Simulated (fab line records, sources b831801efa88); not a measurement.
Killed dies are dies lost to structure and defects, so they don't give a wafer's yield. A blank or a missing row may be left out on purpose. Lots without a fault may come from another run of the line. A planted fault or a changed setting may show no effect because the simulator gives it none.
Which tool did it? | flow sky130 | 12 lots, 36 wafers sampled, at 1 step of a route of 708

WHAT THE GAUGES READ, wafer by wafer
SKY_NWELL_RS_MEAS_31: measures by four-point-probe.
lot  | measured     | on            | PWDE_RS (ohm/sq)
L075 | day 5 15:07  | film_metro-02 | 5295 5296 5311
L077 | day 5 22:58  | film_metro-02 | 5245 5236 5236
L079 | day 6 14:02  | film_metro-03 | 5281 5295 5277
L081 | day 6 18:24  | film_metro-01 | 5272 5275 5262
L083 | day 7 09:43  | film_metro-02 | 5267 5284 5275
L085 | day 7 22:10  | film_metro-01 | 5245 5262 5259
L087 | day 8 10:02  | film_metro-01 | 5284 5328 5304
L089 | day 8 19:19  | film_metro-01 | 5290 5297 5291
L091 | day 9 11:08  | film_metro-01 | 5314 5294 5285
L097 | day 11 13:43 | film_metro-01 | 5300 5305 5299
L095 | day 11 14:43 | film_metro-01 | 5297 5285 5272
L093 | day 11 16:07 | film_metro-03 | 5288 5289 5283

WHICH TOOL RAN EACH LOT (tool, then ch and the chambers of the sampled wafers, then the start)
The record holds no process step before these readings.

THE ANSWER, worked out from the rows above alone
Rule: what is usual is taken from the lots themselves. Put in order of their means at a reading, lots are off if they are a third of the lots or fewer, leave a main group of 4 or more, and stand apart from it by a gap of 3 or more times the standard deviation of the main group's means; of several such gaps the widest counts. A main group whose means are all the same, to the digits that the tables above print for the reading, isn't used. A lot without any number at a reading at which 4 lots or more have one is off too. The other lots that the step has rows for count as sound.
No lot is off at any reading shown: from this, nothing can be told.

WHAT THE SIMULATOR HAD PUT IN
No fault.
